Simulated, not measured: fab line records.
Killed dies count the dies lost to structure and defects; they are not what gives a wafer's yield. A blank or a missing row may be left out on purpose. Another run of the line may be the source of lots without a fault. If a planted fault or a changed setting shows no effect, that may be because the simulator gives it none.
fab line records    flow sky130
[record] lots = 13  wafers = 39  lastDay = 50
route steps=708 shown VIA2@527 METAL3@564 VIA3@573
lots that met no fault: from a run of the same line without faults
startH: hours from the record's first day to the start of the lot's first wafer shown    waitH: hours from the lot's prior step to this one    " as in the row above    L1.1+2: a single row standing in for several wafers    - no value, or no start was given    * or withheld: withheld    < > ~ a bound
route shown NAME@n: NAME is a module with steps in the file, n the number in the route of the first one    usual: mean/standard deviation taken from wafers without a fault    same: alike in all rows    chamber/n: place in a boat    sites: per-site readings    _std_site: standard deviation of those values    _edge_site: the outer-site mean with the inner-site mean subtracted    radiusMm: how far each site lies from the wafer's centre    mask NAME#n: copy n    behind: the last tool/chamber to shape the wafer    hold: why the lot went on hold/how many hours it stayed there/how the hold came to an end    device: the n, p or np transistor that did not switch    end of line: the same wafers' tests at the end of the route    a step without rows: its recipe alone    killed: not the wafer's yield, but the dies lost to structure and defects at the first sort    map: dies across one wafer; x = killed, . = not, _ = none there
set.NAME: the run value of the setting; set.NAME@STEP: its run value at that earlier step    model.NAME: the simulator's own value behind a step, which no gauge read
one table for each step of the route and one row for each wafer, over a sample of lots
services: a tool's chamber out of use, with start hour (startH, from the record's first day; less than 0 if before it), hours out, and reason
[[steps]]
[step SKY_VIA2_SPUTTER_20]
[recipe] material = TiN  targetThkNm = 20  chamberPressurePa = 5  powerW = 4000  timeS = 80
[usual] throttleValvePct = 29.1/0.87
lot.wafer  tool           chamber  startH  waitH  throttleValvePct
L110.1     pvdSputter-03  -        857.83  0.0    29.6
L110.2     "              -        "       "      28.0
L110.3     "              -        "       "      29.1
L111.2     pvdSputter-02  -        859.77  0.0    28.3
L111.4     "              -        "       "      28.8
L111.5     "              -        "       "      28.6
L112.4     pvdSputter-03  -        863.15  0.0    29.3
L112.5     "              -        "       "      29.5
L112.6     "              -        "       "      28.0
L113.1     pvdSputter-01  -        868.47  0.0    30.5
L113.4     "              -        "       "      30.1
L113.5     "              -        "       "      30.6
L114.2     pvdSputter-02  -        871.30  0.0    28.2
L114.4     "              -        "       "      29.0
L114.6     "              -        "       "      28.2
L116.2     pvdSputter-02  -        893.37  0.0    29.0
L116.3     "              -        "       "      28.7
L116.6     "              -        "       "      28.7
L119.4     pvdSputter-02  -        917.22  0.0    28.4
L119.5     "              -        "       "      28.4
L119.6     "              -        "       "      28.4
L120.1     pvdSputter-03  -        932.44  0.0    30.8
L120.3     "              -        "       "      28.1
L120.5     "              -        "       "      29.5
L121.2     pvdSputter-03  -        945.00  0.0    29.9
L121.3     "              -        "       "      30.5
L121.4     "              -        "       "      28.0
L123.2     pvdSputter-03  -        952.07  0.0    28.2
L123.4     "              -        "       "      30.8
L123.5     "              -        "       "      28.9
L124.2     pvdSputter-02  -        959.71  0.0    28.6
L124.3     "              -        "       "      28.6
L124.5     "              -        "       "      28.7
L127.2     pvdSputter-02  -        972.49  0.1    28.8
L127.3     "              -        "       "      28.7
L127.6     "              -        "       "      28.2
L131.3     pvdSputter-02  -        997.77  0.0    28.9
L131.4     "              -        "       "      28.5
L131.5     "              -        "       "      28.6
[step SKY_METAL3_OVL_MEAS_14]
[usual] METAL3_OVL = -1/5.9
lot.wafer  tool        chamber  startH   waitH  METAL3_OVL[nm]
L110.1     overlay-02  -        911.29   0.1    -6
L110.2     "           -        "        "      -8
L110.3     "           -        "        "      -12
L111.2     overlay-01  -        913.04   0.1    2
L111.4     "           -        "        "      1
L111.5     "           -        "        "      -2
L112.4     overlay-02  -        916.24   0.1    -4
L112.5     "           -        "        "      4
L112.6     "           -        "        "      0
L113.1     overlay-01  -        919.97   0.1    -1
L113.4     "           -        "        "      -5
L113.5     "           -        "        "      1
L114.2     overlay-02  -        924.32   0.1    -5
L114.4     "           -        "        "      -7
L114.6     "           -        "        "      -4
L116.2     overlay-01  -        944.87   0.1    -2
L116.3     "           -        "        "      -4
L116.6     "           -        "        "      5
L119.4     overlay-01  -        967.59   0.1    -5
L119.5     "           -        "        "      -1
L119.6     "           -        "        "      -2
L120.1     overlay-01  -        981.79   0.1    1
L120.3     "           -        "        "      -1
L120.5     "           -        "        "      4
L121.2     overlay-02  -        994.72   0.1    -9
L121.3     "           -        "        "      3
L121.4     "           -        "        "      -12
L123.2     overlay-01  -        1000.23  0.1    -9
L123.4     "           -        "        "      -12
L123.5     "           -        "        "      -10
L124.2     overlay-01  -        1007.74  0.1    1
L124.3     "           -        "        "      4
L124.5     "           -        "        "      0
L127.2     overlay-01  -        1019.72  0.1    10
L127.3     "           -        "        "      6
L127.6     "           -        "        "      0
L131.3     overlay-01  -        1045.00  0.1    1
L131.4     "           -        "        "      7
L131.5     "           -        "        "      3
[step SKY_VIA3_HDPCVD_00]
[recipe] material = SiO2  targetThkNm = 1635  sigmaOpenFrac = 0.3  timeS = 272.5  tempC = 400  sih4FlowSccm = 60  pressureMtorr = 6
lot.wafer   tool       chamber  startH   waitH
L110.1+2+3  hdpcvd-01  0,2,1    912.25   0.0
L111.2+4+5  hdpcvd-02  0,1,2    914.09   0.0
L112.4+5+6  hdpcvd-02  0,2,1    917.35   0.1
L113.1+4+5  hdpcvd-02  1,2,0    921.28   0.0
L114.2+4+6  hdpcvd-02  0,2,1    925.30   0.0
L116.2+3+6  hdpcvd-02  2,1,0    945.85   0.0
L119.4+5+6  hdpcvd-01  0,1,2    968.62   0.1
L120.1+3+5  hdpcvd-02  1,0,1    982.79   0.0
L121.2+3+4  hdpcvd-02  1,2,0    995.79   0.0
L123.2+4+5  hdpcvd-01  0,0,1    1001.19  0.0
L124.2+3+5  hdpcvd-01  1,0,2    1008.87  0.0
L127.2+3+6  hdpcvd-01  0,2,1    1020.67  0.0
L131.3+4+5  hdpcvd-01  2,0,1    1045.98  0.0
[step SKY_VIA3_THK_MEAS_01]
[recipe] reads = SiO2_of_VIA3_HDPCVD_00
[usual] VIA3_HDPCVD_THK = 1633/20
lot.wafer  tool          chamber  startH   waitH  VIA3_HDPCVD_THK[nm]
L110.1     filmMetro-03  -        912.41   0.1    1633
L110.2     "             -        "        "      1590
L110.3     "             -        "        "      1632
L111.2     filmMetro-04  -        914.27   0.1    1636
L111.4     "             -        "        "      1627
L111.5     "             -        "        "      1591
L112.4     filmMetro-04  -        917.47   0.0    1669
L112.5     "             -        "        "      1650
L112.6     "             -        "        "      1652
L113.1     filmMetro-04  -        921.44   0.1    1651
L113.4     "             -        "        "      1629
L113.5     "             -        "        "      1649
L114.2     filmMetro-03  -        925.48   0.1    1622
L114.4     "             -        "        "      1615
L114.6     "             -        "        "      1636
L116.2     filmMetro-02  -        946.02   0.1    1606
L116.3     "             -        "        "      1630
L116.6     "             -        "        "      1617
L119.4     filmMetro-02  -        968.73   0.0    1630
L119.5     "             -        "        "      1613
L119.6     "             -        "        "      1607
L120.1     filmMetro-02  -        982.96   0.1    1664
L120.3     "             -        "        "      1639
L120.5     "             -        "        "      1648
L121.2     filmMetro-04  -        995.97   0.1    1640
L121.3     "             -        "        "      1644
L121.4     "             -        "        "      1611
L123.2     filmMetro-02  -        1001.37  0.1    1620
L123.4     "             -        "        "      1638
L123.5     "             -        "        "      1583
L124.2     filmMetro-02  -        1009.05  0.1    1643
L124.3     "             -        "        "      1654
L124.5     "             -        "        "      1626
L127.2     filmMetro-02  -        1020.85  0.1    1641
L127.3     "             -        "        "      1625
L127.6     "             -        "        "      1645
L131.3     filmMetro-02  -        1046.17  0.1    1046
L131.4     "             -        "        "      1079
L131.5     "             -        "        "      1645
[step SKY_VIA3_CMP_02]
[recipe] material = SiO2  downForcePsi = 4  platenRpm = 60  padVelocityMS = 0.94248
[usual] motorCurrentA = 11.5/1.1
lot.wafer  tool    chamber  startH   waitH  motorCurrentA
L110.1     cmp-01  1        912.47   0.1    10.7
L110.3     "       2        "        "      10.7
L110.2     "       0        "        "      14.1
L111.4     cmp-01  3        914.37   0.1    14.5
L111.2     "       0        "        "      12.8
L111.5     "       3        "        "      13.6
L112.4     cmp-02  3        917.65   0.2    11.5
L112.6     "       0        "        "      10.4
L112.5     "       1        "        "      11.0
L113.4     cmp-01  1        921.55   0.1    10.4
L113.1     "       2        "        "      10.8
L113.5     "       1        "        "      10.4
L114.2     cmp-01  3        925.58   0.1    13.7
L114.4     "       1        "        "      10.9
L114.6     "       3        "        "      13.9
L116.2     cmp-02  1        946.17   0.1    11.5
L116.3     "       2        "        "      11.8
L116.6     "       0        "        "      10.9
L119.4     cmp-02  1        968.76   0.0    10.9
L119.6     "       1        "        "      11.2
L119.5     "       2        "        "      11.9
L120.1     cmp-02  2        983.07   0.1    12.5
L120.3     "       0        "        "      10.4
L120.5     "       1        "        "      11.3
L121.2     cmp-01  0        996.02   0.0    12.6
L121.4     "       1        "        "      10.3
L121.3     "       3        "        "      14.1
L123.2     cmp-01  1        1001.57  0.2    10.3
L123.4     "       3        "        "      14.3
L123.5     "       1        "        "      10.8
L124.3     cmp-01  1        1009.10  0.0    10.5
L124.2     "       0        "        "      13.0
L124.5     "       1        "        "      10.6
L127.2     cmp-02  1        1021.00  0.1    11.3
L127.3     "       2        "        "      12.0
L127.6     "       0        "        "      11.1
L131.4     cmp-02  1        1046.21  0.0    11.8
L131.3     "       2        "        "      12.0
L131.5     "       1        "        "      11.2
[[services]]
tool           chamber  startH   hours  kind
cmp-01         -        844.22   3.2    pm
cmp-02         -        857.00   0.8    repair
hdpcvd-01      -        864.27   3.1    repair
hdpcvd-02      -        900.55   1.0    repair
cmp-02         -        912.00   4.0    pm
pvdSputter-02  -        913.45   2.1    repair
pvdSputter-01  -        917.61   70.1   repair
hdpcvd-01      -        921.17   14.6   pm
hdpcvd-01      -        936.11   0.2    repair
hdpcvd-01      0        945.97   5.0    repair
hdpcvd-02      -        950.25   15.0   pm
hdpcvd-02      0        950.25   15.0   ventCycle
hdpcvd-02      1        950.25   18.2   ventCycle
hdpcvd-02      2        950.25   15.0   ventCycle
pvdSputter-02  -        960.08   1.2    repair
hdpcvd-02      1        963.63   4.8    repair
pvdSputter-03  -        969.41   24.1   repair
pvdSputter-02  -        974.01   4.9    repair
cmp-02         -        991.63   1.6    repair
cmp-02         -        995.96   5.6    repair
pvdSputter-01  -        1005.04  1.1    repair
cmp-02         -        1005.46  4.9    pm
cmp-02         -        1026.25  1.8    repair
cmp-01         -        1041.87  1.3    repair
[[key]]
[firstSign] step = SKY_VIA3_THK_MEAS_01  reading = VIA3_HDPCVD_THK  direction = down  sigmas = 28  usual = 1633  struck = 1062
effect none on later readings
metAt SKY_VIA3_HDPCVD_00
struckLots L131
struckWafers L131.3,L131.4
sortLeftOut L131.3,L131.4
notActingAt SKY_VIA2_SPUTTER_20,SKY_METAL3_OVL_MEAS_14,SKY_VIA3_CMP_02
onsetBetween 1020.67 1045.98
[fault] kind = processParameterDrift  tool = hdpcvd-01  chamber = -  onsetH = 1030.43  steps = SKY_VIA3_HDPCVD_00  channel = targetThkNm  offset = -573.98  shape = step  endH = 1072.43  scope = struckWafersOnly  actsIn = theseRecipesOnly  stated = 1635
// sortLeftOut: the simulated sort isn't trusted on such a fault, so these wafers' sort isn't shown, and their yield isn't known
